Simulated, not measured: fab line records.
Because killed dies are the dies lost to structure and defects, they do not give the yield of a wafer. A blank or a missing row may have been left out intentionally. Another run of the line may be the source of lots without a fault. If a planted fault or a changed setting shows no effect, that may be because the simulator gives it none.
Which tool is to blame?	flow gf180mcu	12 lots (36 wafers sampled), 1 step of a 602-step route

== WHAT EACH GAUGE READ, for each wafer ==
GF_V4_THK_MEAS_25: measures by xrf. Usual: V4_W_THK gives 349 nm (standard deviation 5.4).
lot	measured	on	V4_W_THK (nm)	flag
L190	day 24 10:46	film metro-02	347 346 347	
L192	day 24 22:56	film metro-02	353 350 342	
L193	day 25 10:38	film metro-04	349 352 353	
L194	day 25 20:49	film metro-02	353 351 358	
L195	day 26 06:27	film metro-02	353 346 355	
L196	day 26 07:13	film metro-01	345 345 348	
L198	day 27 04:46	film metro-04	357 354 349	
L207	day 29 20:16	film metro-02	354 358 346	
L209	day 30 09:20	film metro-01	348 353 345	
L210	day 30 19:52	film metro-02	344 348 341	
L211	day 30 23:36	film metro-01	348 349 352	
L213	day 31 15:18	film metro-01	347 343 345	

== WHICH TOOL RAN EACH LOT (tool, then ch and the chambers of the sampled wafers, then the start) ==
Record: no process step prior to these readings.

== AS READ BY THE TOOLS THEMSELVES (means over the sampled wafers that have a number; for cases with no such wafer, the mark the record gives instead) ==
The record holds no such reading with a usual standard deviation.

== THE ANSWER, worked out from the rows above alone ==
Rule: take the mean of a lot's wafers that have a number; if it is more than 3 standard deviations from the usual mean, the lot is off. Also off: a lot with no number at a reading for which 4 or more lots have one. The other lots that the step has rows for count as sound. Order of review: gauges by route order, followed by the tools' own readings, for which a lot's mean as printed above is used. The first step at which some lot is off is used, and at that step the reading that is off furthest; a lot without a number counts as furthest.
No lot is off at any reading shown: from this, nothing can be told.

== WHAT THE SIMULATOR HAD INSERTED ==
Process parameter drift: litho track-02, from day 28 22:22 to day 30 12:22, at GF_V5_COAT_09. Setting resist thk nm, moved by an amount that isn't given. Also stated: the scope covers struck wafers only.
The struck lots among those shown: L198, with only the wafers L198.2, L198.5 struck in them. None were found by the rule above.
